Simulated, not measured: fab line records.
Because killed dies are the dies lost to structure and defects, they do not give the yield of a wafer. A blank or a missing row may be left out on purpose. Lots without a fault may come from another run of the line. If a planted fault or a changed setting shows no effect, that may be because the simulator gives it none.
fab line records / flow gf180mcu
[record] lots = 14 wafers = 42 last_day = 34
route steps=602 shown V4@498 MIM@506
lots with no fault: from the same line, run without faults
start_h: start of the lot's first displayed wafer, in hours after the record's first day / wait_h: hours elapsed since this lot's preceding step / " as in the row above / L1.1+2: several wafers, shown together as one row / - no value, or no start given / * or withheld: withheld / < > ~ a bound
route shown NAME@n: names a module that has steps shown in the file, with the first one's number in the route / usual: mean and standard deviation over wafers with no fault / same: alike in all rows / chamber/n: place in a boat / sites: each site's reading / _std_site: how widely they spread, as a standard deviation / _edge_site: inner sites' mean taken away from outer sites' mean / radius_mm: how far each site lies from the wafer's centre / mask NAME#n: copy n / behind: the last tool/chamber to shape the wafer / hold: reason for holding the lot/hours on hold/outcome of the hold / device: which transistor (n, p or np) failed to switch / end of line: the same wafers' tests at the end of the route / a step with no rows: only its recipe / killed: not the wafer's yield, but the dies lost to structure and defects at the first sort / map: a wafer's dies, x killed, . not, _ none there
set.NAME: setting as actually run; set.NAME@STEP: the setting as run at that earlier step / model.NAME: the simulator's own value behind a step, which no gauge read
route steps across a sampled set of lots; one table per step, one row per wafer
services: from which hour (start_h, from the record's first day; less than 0 if before it) a tool's chamber was out of use, for how many hours, and why
[[steps]]
[step GF_V4_SPUTTER_22]
[recipe] material = TiN target_thk_nm = 10 chamber_pressure_pa = 5 power_w = 4000 time_s = 40
[usual] cathode_dc_power_W = 4000.1/0.75 chamber_pressure_pa = 5.000/0.0091 throttle_valve_pct = 29.8/1.3
lot.wafer=L352.2 tool=pvd_sputter-03 chamber=- start_h=572.18 wait_h=0.0 cathode_dc_power_W=3999.8 chamber_pressure_pa=4.993 throttle_valve_pct=30.2
lot.wafer=L352.5 tool=pvd_sputter-03 chamber=- start_h=572.18 wait_h=0.0 cathode_dc_power_W=4000.9 chamber_pressure_pa=4.995 throttle_valve_pct=29.1
lot.wafer=L352.6 tool=pvd_sputter-03 chamber=- start_h=572.18 wait_h=0.0 cathode_dc_power_W=4000.4 chamber_pressure_pa=5.002 throttle_valve_pct=29.9
lot.wafer=L354.1 tool=pvd_sputter-04 chamber=- start_h=582.64 wait_h=0.0 cathode_dc_power_W=3999.2 chamber_pressure_pa=4.978 throttle_valve_pct=30.2
lot.wafer=L354.2 tool=pvd_sputter-04 chamber=- start_h=582.64 wait_h=0.0 cathode_dc_power_W=4000.4 chamber_pressure_pa=4.987 throttle_valve_pct=29.6
lot.wafer=L354.6 tool=pvd_sputter-04 chamber=- start_h=582.64 wait_h=0.0 cathode_dc_power_W=4000.0 chamber_pressure_pa=4.996 throttle_valve_pct=29.3
lot.wafer=L353.2 tool=pvd_sputter-03 chamber=- start_h=582.98 wait_h=0.0 cathode_dc_power_W=4000.3 chamber_pressure_pa=5.019 throttle_valve_pct=29.6
lot.wafer=L353.3 tool=pvd_sputter-03 chamber=- start_h=582.98 wait_h=0.0 cathode_dc_power_W=4000.6 chamber_pressure_pa=4.998 throttle_valve_pct=30.6
lot.wafer=L353.4 tool=pvd_sputter-03 chamber=- start_h=582.98 wait_h=0.0 cathode_dc_power_W=3999.9 chamber_pressure_pa=5.013 throttle_valve_pct=29.1
lot.wafer=L355.2 tool=pvd_sputter-03 chamber=- start_h=599.59 wait_h=0.0 cathode_dc_power_W=3999.0 chamber_pressure_pa=4.999 throttle_valve_pct=29.9
lot.wafer=L355.3 tool=pvd_sputter-03 chamber=- start_h=599.59 wait_h=0.0 cathode_dc_power_W=4001.1 chamber_pressure_pa=5.016 throttle_valve_pct=31.7
lot.wafer=L355.6 tool=pvd_sputter-03 chamber=- start_h=599.59 wait_h=0.0 cathode_dc_power_W=4000.5 chamber_pressure_pa=4.993 throttle_valve_pct=29.5
lot.wafer=L357.1 tool=pvd_sputter-02 chamber=- start_h=607.66 wait_h=0.0 cathode_dc_power_W=4000.8 chamber_pressure_pa=5.008 throttle_valve_pct=31.4
lot.wafer=L357.4 tool=pvd_sputter-02 chamber=- start_h=607.66 wait_h=0.0 cathode_dc_power_W=3999.6 chamber_pressure_pa=5.011 throttle_valve_pct=30.6
lot.wafer=L357.6 tool=pvd_sputter-02 chamber=- start_h=607.66 wait_h=0.0 cathode_dc_power_W=3999.6 chamber_pressure_pa=5.001 throttle_valve_pct=28.0
lot.wafer=L358.1 tool=pvd_sputter-02 chamber=- start_h=611.26 wait_h=0.0 cathode_dc_power_W=4000.5 chamber_pressure_pa=5.011 throttle_valve_pct=28.5
lot.wafer=L358.5 tool=pvd_sputter-02 chamber=- start_h=611.26 wait_h=0.0 cathode_dc_power_W=3999.2 chamber_pressure_pa=5.009 throttle_valve_pct=30.7
lot.wafer=L358.6 tool=pvd_sputter-02 chamber=- start_h=611.26 wait_h=0.0 cathode_dc_power_W=3999.3 chamber_pressure_pa=4.991 throttle_valve_pct=30.9
lot.wafer=L361.4 tool=pvd_sputter-04 chamber=- start_h=640.46 wait_h=0.0 cathode_dc_power_W=3999.1 chamber_pressure_pa=5.002 throttle_valve_pct=29.6
lot.wafer=L361.5 tool=pvd_sputter-04 chamber=- start_h=640.46 wait_h=0.0 cathode_dc_power_W=3999.3 chamber_pressure_pa=5.026 throttle_valve_pct=29.4
lot.wafer=L361.6 tool=pvd_sputter-04 chamber=- start_h=640.46 wait_h=0.0 cathode_dc_power_W=3999.9 chamber_pressure_pa=5.004 throttle_valve_pct=27.4
lot.wafer=L364.1 tool=pvd_sputter-03 chamber=- start_h=662.97 wait_h=0.0 cathode_dc_power_W=4000.5 chamber_pressure_pa=5.009 throttle_valve_pct=29.4
lot.wafer=L364.4 tool=pvd_sputter-03 chamber=- start_h=662.97 wait_h=0.0 cathode_dc_power_W=4000.8 chamber_pressure_pa=5.008 throttle_valve_pct=29.9
lot.wafer=L364.5 tool=pvd_sputter-03 chamber=- start_h=662.97 wait_h=0.0 cathode_dc_power_W=3999.6 chamber_pressure_pa=5.007 throttle_valve_pct=30.1
lot.wafer=L365.2 tool=pvd_sputter-02 chamber=- start_h=667.39 wait_h=0.0 cathode_dc_power_W=3999.7 chamber_pressure_pa=4.991 throttle_valve_pct=31.2
lot.wafer=L365.3 tool=pvd_sputter-02 chamber=- start_h=667.39 wait_h=0.0 cathode_dc_power_W=3999.3 chamber_pressure_pa=5.011 throttle_valve_pct=30.9
lot.wafer=L365.4 tool=pvd_sputter-02 chamber=- start_h=667.39 wait_h=0.0 cathode_dc_power_W=4000.4 chamber_pressure_pa=5.008 throttle_valve_pct=30.8
lot.wafer=L367.1 tool=pvd_sputter-04 chamber=- start_h=677.76 wait_h=0.0 cathode_dc_power_W=3999.8 chamber_pressure_pa=5.001 throttle_valve_pct=27.2
lot.wafer=L367.4 tool=pvd_sputter-04 chamber=- start_h=677.76 wait_h=0.0 cathode_dc_power_W=3999.6 chamber_pressure_pa=4.988 throttle_valve_pct=30.4
lot.wafer=L367.5 tool=pvd_sputter-04 chamber=- start_h=677.76 wait_h=0.0 cathode_dc_power_W=3999.4 chamber_pressure_pa=5.004 throttle_valve_pct=27.6
lot.wafer=L368.1 tool=pvd_sputter-04 chamber=- start_h=691.21 wait_h=0.0 cathode_dc_power_W=3999.6 chamber_pressure_pa=5.009 throttle_valve_pct=29.5
lot.wafer=L368.3 tool=pvd_sputter-04 chamber=- start_h=691.21 wait_h=0.0 cathode_dc_power_W=4000.8 chamber_pressure_pa=5.000 throttle_valve_pct=30.1
lot.wafer=L368.4 tool=pvd_sputter-04 chamber=- start_h=691.21 wait_h=0.0 cathode_dc_power_W=4001.7 chamber_pressure_pa=4.995 throttle_valve_pct=29.4
lot.wafer=L369.4 tool=pvd_sputter-02 chamber=- start_h=698.99 wait_h=0.0 cathode_dc_power_W=4000.5 chamber_pressure_pa=5.001 throttle_valve_pct=28.3
lot.wafer=L369.5 tool=pvd_sputter-02 chamber=- start_h=698.99 wait_h=0.0 cathode_dc_power_W=3998.0 chamber_pressure_pa=4.987 throttle_valve_pct=31.4
lot.wafer=L369.6 tool=pvd_sputter-02 chamber=- start_h=698.99 wait_h=0.0 cathode_dc_power_W=4000.5 chamber_pressure_pa=5.003 throttle_valve_pct=30.6
lot.wafer=L371.1 tool=pvd_sputter-02 chamber=- start_h=717.52 wait_h=0.0 cathode_dc_power_W=4000.3 chamber_pressure_pa=4.992 throttle_valve_pct=28.1
lot.wafer=L371.2 tool=pvd_sputter-02 chamber=- start_h=717.52 wait_h=0.0 cathode_dc_power_W=3999.5 chamber_pressure_pa=4.991 throttle_valve_pct=30.8
lot.wafer=L371.3 tool=pvd_sputter-02 chamber=- start_h=717.52 wait_h=0.0 cathode_dc_power_W=3999.7 chamber_pressure_pa=5.004 throttle_valve_pct=31.1
lot.wafer=L373.1 tool=pvd_sputter-03 chamber=- start_h=726.39 wait_h=0.0 cathode_dc_power_W=4000.6 chamber_pressure_pa=4.999 throttle_valve_pct=29.9
lot.wafer=L373.2 tool=pvd_sputter-03 chamber=- start_h=726.39 wait_h=0.0 cathode_dc_power_W=3999.8 chamber_pressure_pa=5.000 throttle_valve_pct=29.3
lot.wafer=L373.5 tool=pvd_sputter-03 chamber=- start_h=726.39 wait_h=0.0 cathode_dc_power_W=4000.8 chamber_pressure_pa=5.000 throttle_valve_pct=29.9
[step GF_MIM_SPUTTER_03]
[recipe] material = Ti target_thk_nm = 10 substrate_temp_c = 300 chamber_pressure_pa = 0.3 power_w = 3000 time_s = 6.7
[usual] cathode_dc_power_W = 2999.9/0.6 chamber_pressure_pa = 0.3000/0.0006 throttle_valve_pct = 29.7/1.5
lot.wafer=L352.2 tool=pvd_sputter-04 chamber=- start_h=572.98 wait_h=0.0 cathode_dc_power_W=2999.7 chamber_pressure_pa=0.3009 throttle_valve_pct=30.5
lot.wafer=L352.5 tool=pvd_sputter-04 chamber=- start_h=572.98 wait_h=0.0 cathode_dc_power_W=3000.2 chamber_pressure_pa=0.2998 throttle_valve_pct=29.6
lot.wafer=L352.6 tool=pvd_sputter-04 chamber=- start_h=572.98 wait_h=0.0 cathode_dc_power_W=2999.2 chamber_pressure_pa=0.2999 throttle_valve_pct=27.3
lot.wafer=L354.1 tool=pvd_sputter-01 chamber=- start_h=583.43 wait_h=0.0 cathode_dc_power_W=2999.8 chamber_pressure_pa=0.3002 throttle_valve_pct=27.6
lot.wafer=L354.2 tool=pvd_sputter-01 chamber=- start_h=583.43 wait_h=0.0 cathode_dc_power_W=3000.3 chamber_pressure_pa=0.3000 throttle_valve_pct=31.8
lot.wafer=L354.6 tool=pvd_sputter-01 chamber=- start_h=583.43 wait_h=0.0 cathode_dc_power_W=3000.5 chamber_pressure_pa=0.2985 throttle_valve_pct=32.0
lot.wafer=L353.2 tool=pvd_sputter-04 chamber=- start_h=583.77 wait_h=0.0 cathode_dc_power_W=3000.5 chamber_pressure_pa=0.3007 throttle_valve_pct=29.5
lot.wafer=L353.3 tool=pvd_sputter-04 chamber=- start_h=583.77 wait_h=0.0 cathode_dc_power_W=3000.3 chamber_pressure_pa=0.3006 throttle_valve_pct=29.6
lot.wafer=L353.4 tool=pvd_sputter-04 chamber=- start_h=583.77 wait_h=0.0 cathode_dc_power_W=2999.3 chamber_pressure_pa=0.2994 throttle_valve_pct=27.3
lot.wafer=L355.2 tool=pvd_sputter-02 chamber=- start_h=600.38 wait_h=0.0 cathode_dc_power_W=3000.4 chamber_pressure_pa=0.3010 throttle_valve_pct=31.4
lot.wafer=L355.3 tool=pvd_sputter-02 chamber=- start_h=600.38 wait_h=0.0 cathode_dc_power_W=3000.5 chamber_pressure_pa=0.2988 throttle_valve_pct=28.3
lot.wafer=L355.6 tool=pvd_sputter-02 chamber=- start_h=600.38 wait_h=0.0 cathode_dc_power_W=3000.2 chamber_pressure_pa=0.2999 throttle_valve_pct=31.4
lot.wafer=L357.1 tool=pvd_sputter-02 chamber=- start_h=608.46 wait_h=0.0 cathode_dc_power_W=- chamber_pressure_pa=- throttle_valve_pct=-
lot.wafer=L357.4 tool=pvd_sputter-02 chamber=- start_h=608.46 wait_h=0.0 cathode_dc_power_W=- chamber_pressure_pa=- throttle_valve_pct=-
lot.wafer=L357.6 tool=pvd_sputter-02 chamber=- start_h=608.46 wait_h=0.0 cathode_dc_power_W=- chamber_pressure_pa=- throttle_valve_pct=-
lot.wafer=L358.1 tool=pvd_sputter-01 chamber=- start_h=612.16 wait_h=0.0 cathode_dc_power_W=- chamber_pressure_pa=- throttle_valve_pct=-
lot.wafer=L358.5 tool=pvd_sputter-01 chamber=- start_h=612.16 wait_h=0.0 cathode_dc_power_W=- chamber_pressure_pa=- throttle_valve_pct=-
lot.wafer=L358.6 tool=pvd_sputter-01 chamber=- start_h=612.16 wait_h=0.0 cathode_dc_power_W=- chamber_pressure_pa=- throttle_valve_pct=-
lot.wafer=L361.4 tool=pvd_sputter-02 chamber=- start_h=641.48 wait_h=0.0 cathode_dc_power_W=2999.5 chamber_pressure_pa=0.3000 throttle_valve_pct=31.3
lot.wafer=L361.5 tool=pvd_sputter-02 chamber=- start_h=641.48 wait_h=0.0 cathode_dc_power_W=3000.7 chamber_pressure_pa=0.3005 throttle_valve_pct=27.8
lot.wafer=L361.6 tool=pvd_sputter-02 chamber=- start_h=641.48 wait_h=0.0 cathode_dc_power_W=2999.7 chamber_pressure_pa=0.2996 throttle_valve_pct=31.1
lot.wafer=L364.1 tool=pvd_sputter-01 chamber=- start_h=663.77 wait_h=0.0 cathode_dc_power_W=3000.6 chamber_pressure_pa=0.3005 throttle_valve_pct=31.1
lot.wafer=L364.4 tool=pvd_sputter-01 chamber=- start_h=663.77 wait_h=0.0 cathode_dc_power_W=3001.2 chamber_pressure_pa=0.3001 throttle_valve_pct=27.6
lot.wafer=L364.5 tool=pvd_sputter-01 chamber=- start_h=663.77 wait_h=0.0 cathode_dc_power_W=2999.9 chamber_pressure_pa=0.3005 throttle_valve_pct=27.8
lot.wafer=L365.2 tool=pvd_sputter-04 chamber=- start_h=668.19 wait_h=0.0 cathode_dc_power_W=2999.4 chamber_pressure_pa=0.3005 throttle_valve_pct=27.3
lot.wafer=L365.3 tool=pvd_sputter-04 chamber=- start_h=668.19 wait_h=0.0 cathode_dc_power_W=2999.8 chamber_pressure_pa=0.2999 throttle_valve_pct=29.7
lot.wafer=L365.4 tool=pvd_sputter-04 chamber=- start_h=668.19 wait_h=0.0 cathode_dc_power_W=2999.4 chamber_pressure_pa=0.2994 throttle_valve_pct=30.1
lot.wafer=L367.1 tool=pvd_sputter-04 chamber=- start_h=678.56 wait_h=0.0 cathode_dc_power_W=2998.9 chamber_pressure_pa=0.3011 throttle_valve_pct=29.4
lot.wafer=L367.4 tool=pvd_sputter-04 chamber=- start_h=678.56 wait_h=0.0 cathode_dc_power_W=3001.2 chamber_pressure_pa=0.3001 throttle_valve_pct=27.1
lot.wafer=L367.5 tool=pvd_sputter-04 chamber=- start_h=678.56 wait_h=0.0 cathode_dc_power_W=2999.3 chamber_pressure_pa=0.2997 throttle_valve_pct=30.3
lot.wafer=L368.1 tool=pvd_sputter-04 chamber=- start_h=692.00 wait_h=0.0 cathode_dc_power_W=2999.9 chamber_pressure_pa=0.2999 throttle_valve_pct=27.3
lot.wafer=L368.3 tool=pvd_sputter-04 chamber=- start_h=692.00 wait_h=0.0 cathode_dc_power_W=3000.9 chamber_pressure_pa=0.3004 throttle_valve_pct=29.5
lot.wafer=L368.4 tool=pvd_sputter-04 chamber=- start_h=692.00 wait_h=0.0 cathode_dc_power_W=2999.2 chamber_pressure_pa=0.3009 throttle_valve_pct=30.3
lot.wafer=L369.4 tool=pvd_sputter-01 chamber=- start_h=699.78 wait_h=0.0 cathode_dc_power_W=3001.3 chamber_pressure_pa=0.2995 throttle_valve_pct=32.0
lot.wafer=L369.5 tool=pvd_sputter-01 chamber=- start_h=699.78 wait_h=0.0 cathode_dc_power_W=2999.8 chamber_pressure_pa=0.3002 throttle_valve_pct=32.2
lot.wafer=L369.6 tool=pvd_sputter-01 chamber=- start_h=699.78 wait_h=0.0 cathode_dc_power_W=3000.3 chamber_pressure_pa=0.3007 throttle_valve_pct=30.8
lot.wafer=L371.1 tool=pvd_sputter-02 chamber=- start_h=718.32 wait_h=0.0 cathode_dc_power_W=3000.1 chamber_pressure_pa=0.3001 throttle_valve_pct=30.6
lot.wafer=L371.2 tool=pvd_sputter-02 chamber=- start_h=718.32 wait_h=0.0 cathode_dc_power_W=3000.4 chamber_pressure_pa=0.2997 throttle_valve_pct=30.6
lot.wafer=L371.3 tool=pvd_sputter-02 chamber=- start_h=718.32 wait_h=0.0 cathode_dc_power_W=2999.8 chamber_pressure_pa=0.3014 throttle_valve_pct=31.1
lot.wafer=L373.1 tool=pvd_sputter-02 chamber=- start_h=727.18 wait_h=0.0 cathode_dc_power_W=2998.9 chamber_pressure_pa=0.3003 throttle_valve_pct=31.7
lot.wafer=L373.2 tool=pvd_sputter-02 chamber=- start_h=727.18 wait_h=0.0 cathode_dc_power_W=3000.3 chamber_pressure_pa=0.3008 throttle_valve_pct=28.2
lot.wafer=L373.5 tool=pvd_sputter-02 chamber=- start_h=727.18 wait_h=0.0 cathode_dc_power_W=3000.7 chamber_pressure_pa=0.3003 throttle_valve_pct=31.2
[step GF_MIM_SPUTTER_08]
[recipe] material = AlCu target_thk_nm = 200 power_w = 10600 time_s = 10.6 chamber_pressure_pa = 0.4
[usual] cathode_dc_power_W = 10600/2.1 chamber_pressure_pa = 0.4000/0.00087 throttle_valve_pct = 29.7/1.4
lot.wafer=L352.2 tool=pvd_sputter-02 chamber=- start_h=573.17 wait_h=0.0 cathode_dc_power_W=10599 chamber_pressure_pa=0.3997 throttle_valve_pct=28.2
lot.wafer=L352.5 tool=pvd_sputter-02 chamber=- start_h=573.17 wait_h=0.0 cathode_dc_power_W=10596 chamber_pressure_pa=0.4004 throttle_valve_pct=30.6
lot.wafer=L352.6 tool=pvd_sputter-02 chamber=- start_h=573.17 wait_h=0.0 cathode_dc_power_W=10597 chamber_pressure_pa=0.3997 throttle_valve_pct=30.6
lot.wafer=L354.1 tool=pvd_sputter-02 chamber=- start_h=583.63 wait_h=0.0 cathode_dc_power_W=10600 chamber_pressure_pa=0.4000 throttle_valve_pct=28.1
lot.wafer=L354.2 tool=pvd_sputter-02 chamber=- start_h=583.63 wait_h=0.0 cathode_dc_power_W=10602 chamber_pressure_pa=0.4008 throttle_valve_pct=30.8
lot.wafer=L354.6 tool=pvd_sputter-02 chamber=- start_h=583.63 wait_h=0.0 cathode_dc_power_W=10597 chamber_pressure_pa=0.4000 throttle_valve_pct=30.4
lot.wafer=L353.2 tool=pvd_sputter-01 chamber=- start_h=583.97 wait_h=0.0 cathode_dc_power_W=10602 chamber_pressure_pa=0.3996 throttle_valve_pct=27.3
lot.wafer=L353.3 tool=pvd_sputter-01 chamber=- start_h=583.97 wait_h=0.0 cathode_dc_power_W=10597 chamber_pressure_pa=0.3995 throttle_valve_pct=30.6
lot.wafer=L353.4 tool=pvd_sputter-01 chamber=- start_h=583.97 wait_h=0.0 cathode_dc_power_W=10597 chamber_pressure_pa=0.3999 throttle_valve_pct=29.6
lot.wafer=L355.2 tool=pvd_sputter-04 chamber=- start_h=600.58 wait_h=0.0 cathode_dc_power_W=10599 chamber_pressure_pa=0.3998 throttle_valve_pct=29.6
lot.wafer=L355.3 tool=pvd_sputter-04 chamber=- start_h=600.58 wait_h=0.0 cathode_dc_power_W=10601 chamber_pressure_pa=0.3999 throttle_valve_pct=29.6
lot.wafer=L355.6 tool=pvd_sputter-04 chamber=- start_h=600.58 wait_h=0.0 cathode_dc_power_W=10604 chamber_pressure_pa=0.4012 throttle_valve_pct=30.0
lot.wafer=L357.1 tool=pvd_sputter-01 chamber=- start_h=608.65 wait_h=0.0 cathode_dc_power_W=10601 chamber_pressure_pa=0.3987 throttle_valve_pct=27.5
lot.wafer=L357.4 tool=pvd_sputter-01 chamber=- start_h=608.65 wait_h=0.0 cathode_dc_power_W=10601 chamber_pressure_pa=0.4012 throttle_valve_pct=32.0
lot.wafer=L357.6 tool=pvd_sputter-01 chamber=- start_h=608.65 wait_h=0.0 cathode_dc_power_W=10604 chamber_pressure_pa=0.3994 throttle_valve_pct=27.8
lot.wafer=L358.1 tool=pvd_sputter-04 chamber=- start_h=612.36 wait_h=0.0 cathode_dc_power_W=10601 chamber_pressure_pa=0.3998 throttle_valve_pct=29.5
lot.wafer=L358.5 tool=pvd_sputter-04 chamber=- start_h=612.36 wait_h=0.0 cathode_dc_power_W=10601 chamber_pressure_pa=0.3993 throttle_valve_pct=30.5
lot.wafer=L358.6 tool=pvd_sputter-04 chamber=- start_h=612.36 wait_h=0.0 cathode_dc_power_W=10604 chamber_pressure_pa=0.4001 throttle_valve_pct=29.2
lot.wafer=L361.4 tool=pvd_sputter-01 chamber=- start_h=641.67 wait_h=0.0 cathode_dc_power_W=10600 chamber_pressure_pa=0.4000 throttle_valve_pct=27.8
lot.wafer=L361.5 tool=pvd_sputter-01 chamber=- start_h=641.67 wait_h=0.0 cathode_dc_power_W=10602 chamber_pressure_pa=0.3986 throttle_valve_pct=30.9
lot.wafer=L361.6 tool=pvd_sputter-01 chamber=- start_h=641.67 wait_h=0.0 cathode_dc_power_W=10603 chamber_pressure_pa=0.4001 throttle_valve_pct=32.1
lot.wafer=L364.1 tool=pvd_sputter-04 chamber=- start_h=663.96 wait_h=0.0 cathode_dc_power_W=10601 chamber_pressure_pa=0.3987 throttle_valve_pct=30.3
lot.wafer=L364.4 tool=pvd_sputter-04 chamber=- start_h=663.96 wait_h=0.0 cathode_dc_power_W=10606 chamber_pressure_pa=0.3996 throttle_valve_pct=27.3
lot.wafer=L364.5 tool=pvd_sputter-04 chamber=- start_h=663.96 wait_h=0.0 cathode_dc_power_W=10599 chamber_pressure_pa=0.4005 throttle_valve_pct=29.5
lot.wafer=L365.2 tool=pvd_sputter-01 chamber=- start_h=668.38 wait_h=0.0 cathode_dc_power_W=10602 chamber_pressure_pa=0.3991 throttle_valve_pct=31.9
lot.wafer=L365.3 tool=pvd_sputter-01 chamber=- start_h=668.38 wait_h=0.0 cathode_dc_power_W=10603 chamber_pressure_pa=0.3999 throttle_valve_pct=29.3
lot.wafer=L365.4 tool=pvd_sputter-01 chamber=- start_h=668.38 wait_h=0.0 cathode_dc_power_W=10600 chamber_pressure_pa=0.4007 throttle_valve_pct=32.1
lot.wafer=L367.1 tool=pvd_sputter-02 chamber=- start_h=678.75 wait_h=0.0 cathode_dc_power_W=10599 chamber_pressure_pa=0.3995 throttle_valve_pct=28.2
lot.wafer=L367.4 tool=pvd_sputter-02 chamber=- start_h=678.75 wait_h=0.0 cathode_dc_power_W=10599 chamber_pressure_pa=0.3996 throttle_valve_pct=31.5
lot.wafer=L367.5 tool=pvd_sputter-02 chamber=- start_h=678.75 wait_h=0.0 cathode_dc_power_W=10598 chamber_pressure_pa=0.4003 throttle_valve_pct=30.6
lot.wafer=L368.1 tool=pvd_sputter-02 chamber=- start_h=692.19 wait_h=0.0 cathode_dc_power_W=10598 chamber_pressure_pa=0.4002 throttle_valve_pct=30.6
lot.wafer=L368.3 tool=pvd_sputter-02 chamber=- start_h=692.19 wait_h=0.0 cathode_dc_power_W=10601 chamber_pressure_pa=0.4008 throttle_valve_pct=30.7
lot.wafer=L368.4 tool=pvd_sputter-02 chamber=- start_h=692.19 wait_h=0.0 cathode_dc_power_W=10602 chamber_pressure_pa=0.3999 throttle_valve_pct=28.0
lot.wafer=L369.4 tool=pvd_sputter-02 chamber=- start_h=699.98 wait_h=0.0 cathode_dc_power_W=10601 chamber_pressure_pa=0.3989 throttle_valve_pct=31.3
lot.wafer=L369.5 tool=pvd_sputter-02 chamber=- start_h=699.98 wait_h=0.0 cathode_dc_power_W=10597 chamber_pressure_pa=0.4006 throttle_valve_pct=28.0
lot.wafer=L369.6 tool=pvd_sputter-02 chamber=- start_h=699.98 wait_h=0.0 cathode_dc_power_W=10602 chamber_pressure_pa=0.3995 throttle_valve_pct=30.7
lot.wafer=L371.1 tool=pvd_sputter-01 chamber=- start_h=718.51 wait_h=0.0 cathode_dc_power_W=10599 chamber_pressure_pa=0.4006 throttle_valve_pct=32.1
lot.wafer=L371.2 tool=pvd_sputter-01 chamber=- start_h=718.51 wait_h=0.0 cathode_dc_power_W=10598 chamber_pressure_pa=0.3992 throttle_valve_pct=27.3
lot.wafer=L371.3 tool=pvd_sputter-01 chamber=- start_h=718.51 wait_h=0.0 cathode_dc_power_W=10600 chamber_pressure_pa=0.4004 throttle_valve_pct=29.4
lot.wafer=L373.1 tool=pvd_sputter-04 chamber=- start_h=727.38 wait_h=0.0 cathode_dc_power_W=10599 chamber_pressure_pa=0.3995 throttle_valve_pct=29.8
lot.wafer=L373.2 tool=pvd_sputter-04 chamber=- start_h=727.38 wait_h=0.0 cathode_dc_power_W=10602 chamber_pressure_pa=0.3998 throttle_valve_pct=27.3
lot.wafer=L373.5 tool=pvd_sputter-04 chamber=- start_h=727.38 wait_h=0.0 cathode_dc_power_W=10600 chamber_pressure_pa=0.3999 throttle_valve_pct=29.4
[[services]]
tool=pvd_sputter-04 chamber=- start_h=576.97 hours=2.0 kind=repair
tool=pvd_sputter-04 chamber=- start_h=607.49 hours=4.6 kind=repair
tool=pvd_sputter-03 chamber=- start_h=616.74 hours=0.5 kind=repair
tool=pvd_sputter-04 chamber=- start_h=660.01 hours=0.6 kind=repair
tool=pvd_sputter-03 chamber=- start_h=689.92 hours=3.3 kind=repair
tool=pvd_sputter-01 chamber=- start_h=704.60 hours=5.4 kind=repair
[[key]]
[first_sign] step = GF_MIM_SPUTTER_03 reading = tool_record direction = missing
effect none on later readings
met_at GF_MIM_SPUTTER_03
struck_lots L357,L358
later_rows_left_out L357.1,L357.4,L357.6,L358.1,L358.5,L358.6
sort_left_out L357.1,L357.4,L357.6,L358.1,L358.5,L358.6
not_acting_at GF_V4_SPUTTER_22,GF_MIM_SPUTTER_08
onset_between 600.38 608.46
[fault] kind = skipped_step_whole tool = pvd_sputter-01,pvd_sputter-02 chamber = - onset_h = 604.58 steps = GF_MIM_SPUTTER_03 scope = struck_lots_only
// sort_left_out: the simulated sort isn't trusted on such a fault, so these wafers' sort isn't shown, and their yield isn't known
// later_rows_left_out: the simulator's readings of these wafers behind a module that went badly wrong aren't trusted and aren't shown, but for the sort
